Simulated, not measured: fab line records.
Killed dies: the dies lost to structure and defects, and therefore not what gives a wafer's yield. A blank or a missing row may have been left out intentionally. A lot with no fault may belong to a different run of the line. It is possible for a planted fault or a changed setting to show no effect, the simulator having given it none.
Which tool did it? -- flow gf180mcu -- 6 lots with 18 wafers sampled at 3 steps, on a route of 602 steps

WHAT EACH GAUGE READ, for each wafer
GF_M2_OVL_MEAS_15.
lot,measured,on,M2_OVL (nm)
L485,day 20 00:14,overlay-02,-6 -3 1
L488,day 21 07:26,overlay-01,-1 6 6
L490,day 21 22:11,overlay-01,-1 -5 -1
L492,day 22 17:46,overlay-01,7 0 -5
L495,day 24 01:08,overlay-02,-9 -10 -6
L500,day 25 04:21,overlay-02,-1 -1 3

WHICH TOOL RAN EACH LOT (tool, then ch and the chambers of the sampled wafers, then the start)
lot,GF_HV_LDD_COAT_41,GF_HV_LDD_STRIP_49
L485,"litho track-04 ch 0, day 12 15:02","plasma asher-02 ch 1, day 13 01:50"
L488,"litho track-02 ch 0, day 13 19:12","plasma asher-03 ch 0, day 14 05:59"
L490,"litho track-02 ch 0, day 14 06:47","plasma asher-04 ch 0,1, day 14 18:04"
L492,"litho track-04 ch 0, day 15 01:20","plasma asher-02 ch 0,1, day 15 12:11"
L495,"litho track-02 ch 0, day 16 07:15","plasma asher-03 ch 0,1, day 16 19:01"
L500,"litho track-02 ch 0, day 17 12:41","plasma asher-02 ch 0,1, day 18 01:13"
- GF_HV_LDD_COAT_41: resist thk 1000 nm.
- GF_HV_LDD_STRIP_49: strips in O2/N2.

THE ANSWER, worked out from the rows above alone
Rule: the usual values come from the lots themselves. The widest of any qualifying gaps counts: lots, ordered by their means at a reading, are off when they make up no more than a third of the lots, leave a main group of 4 or more, and stand apart from it by 3 or more times the standard deviation of that group's means. A main group whose means are all the same, to the digits that the tables above print for the reading, isn't used. Also off: a lot with no number at a reading for which 4 or more lots have one. All remaining lots with rows at the step are treated as sound.
No lot is off at any reading shown: from this, nothing can be told.

WHAT WAS PUT IN BY THE SIMULATOR
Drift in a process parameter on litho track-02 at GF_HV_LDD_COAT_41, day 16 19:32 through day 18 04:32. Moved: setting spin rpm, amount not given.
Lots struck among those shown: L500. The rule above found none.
